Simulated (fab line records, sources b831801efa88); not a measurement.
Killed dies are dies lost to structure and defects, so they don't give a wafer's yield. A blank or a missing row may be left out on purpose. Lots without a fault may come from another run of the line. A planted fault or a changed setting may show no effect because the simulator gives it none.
Which tool did it? | flow sky130 | 12 lots, 36 wafers sampled, at 5 steps of a route of 708

WHAT THE GAUGES READ, wafer by wafer
The record holds no reading of a measuring or inspecting step that can be judged against a usual standard deviation.

WHICH TOOL RAN EACH LOT (tool, then ch and the chambers of the sampled wafers, then the start)
lot  | SKY_LI_CONTACT_ETCH_14             | SKY_LI_CONTACT_STRIP_16              | SKY_LI_CONTACT_SPUTTER_20    | SKY_LOCAL_INTERCONNECT_DEVELOP_10 | SKY_PAD_OPEN_PROBE_99
L396 | rie_diel-02 ch 1,2,3, day 30 15:14 | plasma_asher-01 ch 0,1, day 30 15:22 | pvd_sputter-03, day 30 15:44 | litho_track-03 ch 0, day 31 19:00 | prober-01, day 46 22:24
L397 | rie_diel-04 ch 0,1,2, day 31 04:35 | plasma_asher-01 ch 0,1, day 31 04:44 | pvd_sputter-03, day 31 05:05 | litho_track-02 ch 0, day 32 09:00 | prober-02, day 47 07:11
L398 | rie_diel-04 ch 0,1,2, day 31 12:33 | plasma_asher-04 ch 0,1, day 31 12:41 | pvd_sputter-04, day 31 13:04 | litho_track-03 ch 0, day 32 17:00 | prober-01, day 47 12:54
L401 | rie_diel-02 ch 0,3, day 32 11:24   | plasma_asher-03 ch 0,1, day 32 11:34 | pvd_sputter-03, day 32 11:54 | litho_track-02 ch 0, day 33 15:00 | prober-02, day 48 07:18
L402 | rie_diel-04 ch 0,1,2, day 32 19:20 | plasma_asher-01 ch 0,1, day 32 19:30 | pvd_sputter-03, day 32 19:50 | litho_track-02 ch 0, day 33 23:00 | prober-01, day 48 12:04
L405 | rie_diel-01 ch 0,2, day 33 21:18   | plasma_asher-04 ch 0,1, day 33 21:26 | pvd_sputter-02, day 33 21:49 | litho_track-03 ch 0, day 35 00:00 | prober-02, day 49 03:38
L408 | rie_diel-02 ch 1,2,3, day 34 17:03 | plasma_asher-04 ch 0,1, day 34 17:11 | pvd_sputter-03, day 34 17:33 | litho_track-02 ch 0, day 35 20:00 | prober-02, day 49 17:05
L407 | rie_diel-01 ch 1,3, day 34 18:41   | plasma_asher-04 ch 0,1, day 34 18:50 | pvd_sputter-04, day 34 19:11 | litho_track-02 ch 0, day 35 22:00 | prober-01, day 49 19:46
L411 | rie_diel-04 ch 0,1,3, day 35 12:27 | plasma_asher-04 ch 0,1, day 35 12:35 | pvd_sputter-03, day 35 12:57 | litho_track-03 ch 0, day 36 15:00 | prober-02, day 50 06:10
L413 | rie_diel-01 ch 0,2, day 35 23:17   | plasma_asher-01 ch 0, day 35 23:25   | pvd_sputter-03, day 35 23:58 | litho_track-02 ch 0, day 37 02:00 | prober-01, day 50 16:00
L412 | rie_diel-04 ch 0,3, day 36 07:15   | plasma_asher-04 ch 0,1, day 36 07:23 | pvd_sputter-03, day 36 07:45 | litho_track-03 ch 0, day 37 09:00 | prober-02, day 50 17:47
L415 | rie_diel-02 ch 0,2,3, day 36 13:35 | plasma_asher-01 ch 0,1, day 36 13:45 | pvd_sputter-04, day 36 14:05 | litho_track-04 ch 0, day 37 16:00 | prober-01, day 50 23:02
- SKY_LI_CONTACT_ETCH_14: etches BARC in N2/H2, stops on SiO2, time 45.9 s, target depth 60 nm.
- SKY_LI_CONTACT_STRIP_16: strips in O2/N2.
- SKY_LI_CONTACT_SPUTTER_20: material TiN, target thk 20 nm, time 80 s.
- SKY_LOCAL_INTERCONNECT_DEVELOP_10: develop time 60 s.
- SKY_PAD_OPEN_PROBE_99

WHAT THE TOOLS THEMSELVES READ (means of the sampled wafers that have a number; where no wafer has one, the mark that the record gives instead)
SKY_LI_CONTACT_ETCH_14. Usual: drypump_motor_current_A 5.8 A, standard deviation 0.45; h2_flow_sccm 199.9 sccm, standard deviation 0.69; oes_product_au 0.855 a.u., standard deviation 0.0049; throttle_valve_pct 13.225 %, standard deviation 0.0094.
lot  | tool        | drypump_motor_current_A (A) | h2_flow_sccm (sccm) | oes_product_au (a.u.) | throttle_valve_pct (%) | flag
L396 | rie_diel-02 | 5.8                         | 199.3               | 0.859                 | 13.229                 |
L397 | rie_diel-04 | 5.7                         | 199.8               | 0.856                 | 13.229                 |
L398 | rie_diel-04 | 5.7                         | 200.1               | 0.857                 | 13.217                 |
L401 | rie_diel-02 | 5.1                         | 200.3               | 0.857                 | 13.230                 |
L402 | rie_diel-04 | 5.7                         | 199.5               | 0.852                 | 13.235                 |
L405 | rie_diel-01 | 6.1                         | 199.9               | 0.855                 | 13.222                 |
L408 | rie_diel-02 | 5.8                         | 199.3               | 0.856                 | 13.212                 |
L407 | rie_diel-01 | 6.1                         | 200.0               | 0.846                 | 13.221                 |
L411 | rie_diel-04 | 5.8                         | 199.9               | 0.853                 | 13.228                 |
L413 | rie_diel-01 | 6.2                         | 200.1               | 0.853                 | 13.220                 |
L412 | rie_diel-04 | 5.8                         | 199.9               | 0.851                 | 13.219                 |
L415 | rie_diel-02 | 5.2                         | 199.8               | 0.858                 | 13.223                 |

SKY_LI_CONTACT_STRIP_16. Usual: drypump_motor_current_A 5.6 A, standard deviation 0.45; oes_product_au 0.376 a.u., standard deviation 0.005; strip_time_to_endpoint_s 3.515 s, standard deviation 0.029.
lot  | tool            | drypump_motor_current_A (A) | oes_product_au (a.u.) | strip_time_to_endpoint_s (s) | flag
L396 | plasma_asher-01 | 5.6                         | 0.378                 | 3.507                        |
L397 | plasma_asher-01 | 5.6                         | 0.376                 | 3.521                        |
L398 | plasma_asher-04 | 5.7                         | 0.377                 | 3.527                        |
L401 | plasma_asher-03 | 5.4                         | 0.378                 | 3.519                        |
L402 | plasma_asher-01 | 5.6                         | 0.381                 | 3.497                        |
L405 | plasma_asher-04 | 5.7                         | 0.377                 | 3.522                        |
L408 | plasma_asher-04 | 5.7                         | 0.376                 | 3.504                        |
L407 | plasma_asher-04 | 5.7                         | 0.378                 | 3.510                        |
L411 | plasma_asher-04 | 6.0                         | 0.377                 | 3.531                        |
L413 | plasma_asher-01 | 5.4                         | 0.376                 | 3.493                        |
L412 | plasma_asher-04 | 5.7                         | 0.376                 | 3.482                        |
L415 | plasma_asher-01 | 5.9                         | 0.376                 | 3.530                        |

SKY_LI_CONTACT_SPUTTER_20. Usual: throttle_valve_pct 30.0 %, standard deviation 0.55.
lot  | tool           | throttle_valve_pct (%) | flag
L396 | pvd_sputter-03 | 29.4                   |
L397 | pvd_sputter-03 | 29.5                   |
L398 | pvd_sputter-04 | 30.5                   |
L401 | pvd_sputter-03 | 30.0                   |
L402 | pvd_sputter-03 | 30.0                   |
L405 | pvd_sputter-02 | 30.2                   |
L408 | pvd_sputter-03 | 30.0                   |
L407 | pvd_sputter-04 | 29.4                   |
L411 | pvd_sputter-03 | 29.8                   |
L413 | pvd_sputter-03 | 29.7                   |
L412 | pvd_sputter-03 | 29.9                   |
L415 | pvd_sputter-04 | 29.1                   |

SKY_LOCAL_INTERCONNECT_DEVELOP_10. Usual: developer_temp_C 21.00 C, standard deviation 0.099.
lot  | tool           | developer_temp_C (C) | flag
L396 | litho_track-03 | 21.00                |
L397 | litho_track-02 | 20.98                |
L398 | litho_track-03 | 21.07                |
L401 | litho_track-02 | 21.06                |
L402 | litho_track-02 | 20.97                |
L405 | litho_track-03 | 21.12                |
L408 | litho_track-02 | 21.00                |
L407 | litho_track-02 | 21.89                | OFF
L411 | litho_track-03 | 20.99                |
L413 | litho_track-02 | 21.90                | OFF
L412 | litho_track-03 | 20.96                |
L415 | litho_track-04 | 20.87                |

SKY_PAD_OPEN_PROBE_99. Usual: killed_at_M0_to_M3 43, standard deviation 7.1; killed_at_M4_up 3.2, standard deviation 1.7; killed_at_contacts 24, standard deviation 5.6; killed_at_front_end 16, standard deviation 5; killed_at_other 0.4, standard deviation 0.68; killed_dies 86, standard deviation 9.3; killed_on_rim 17, standard deviation 3.8; killed_open 47, standard deviation 7.1; killed_short 39, standard deviation 5.7.
lot  | tool      | killed_at_M0_to_M3 | killed_at_M4_up | killed_at_contacts | killed_at_front_end | killed_at_other | killed_dies | killed_on_rim | killed_open | killed_short | flag
L396 | prober-01 | 41                 | 4.7             | 19                 | 15                  | 0.3             | 80          | 18            | 39          | 40           |
L397 | prober-02 | 34                 | 4.0             | 23                 | 21                  | 0.7             | 82          | 16            | 38          | 44           |
L398 | prober-01 | 39                 | 4.7             | 22                 | 16                  | 1.0             | 83          | 15            | 43          | 39           |
L401 | prober-02 | 47                 | 2.3             | 22                 | 11                  | 0.3             | 83          | 16            | 49          | 33           |
L402 | prober-01 | 49                 | 3.3             | 25                 | 9                   | 0.7             | 87          | 17            | 49          | 38           |
L405 | prober-02 | 44                 | 4.0             | 26                 | 16                  | 0.7             | 91          | 18            | 50          | 40           |
L408 | prober-02 | 42                 | 3.0             | 27                 | 15                  | 0.3             | 87          | 17            | 48          | 38           |
L407 | prober-01 | 40                 | 2.0             | 26                 | 24                  | 1.0             | 93          | 16            | 51          | 41           |
L411 | prober-02 | 43                 | 4.0             | 26                 | 21                  | 0.0             | 94          | 17            | 52          | 42           |
L413 | prober-01 | 45                 | 3.3             | 23                 | 15                  | 0.0             | 86          | 15            | 48          | 38           |
L412 | prober-02 | 40                 | 2.3             | 29                 | 15                  | 0.0             | 87          | 18            | 47          | 41           |
L415 | prober-01 | 37                 | 4.3             | 21                 | 13                  | 0.3             | 75          | 17            | 36          | 39           |

THE ANSWER, worked out from the rows above alone
Rule: a lot is off if the mean of its wafers that have a number lies more than 3 standard deviations from the usual mean. A lot without any number at a reading at which 4 lots or more have one is off too. The other lots that the step has rows for count as sound. The gauges are gone through in route order, then the tools' own readings, and for those a lot's mean is taken as printed above. The first step at which some lot is off is used, and at that step the reading that is off furthest; a lot without a number counts as furthest.
Off: L407, L413, at SKY_LOCAL_INTERCONNECT_DEVELOP_10 (developer_temp_C).
A tool fits if, at that step or a process step before it, it ran every lot that is off, and no sound lot after the first of them. Can't be told from this: 2 tools fit, rie_diel-01 at SKY_LI_CONTACT_ETCH_14, litho_track-02 at SKY_LOCAL_INTERCONNECT_DEVELOP_10.

WHAT THE SIMULATOR HAD PUT IN
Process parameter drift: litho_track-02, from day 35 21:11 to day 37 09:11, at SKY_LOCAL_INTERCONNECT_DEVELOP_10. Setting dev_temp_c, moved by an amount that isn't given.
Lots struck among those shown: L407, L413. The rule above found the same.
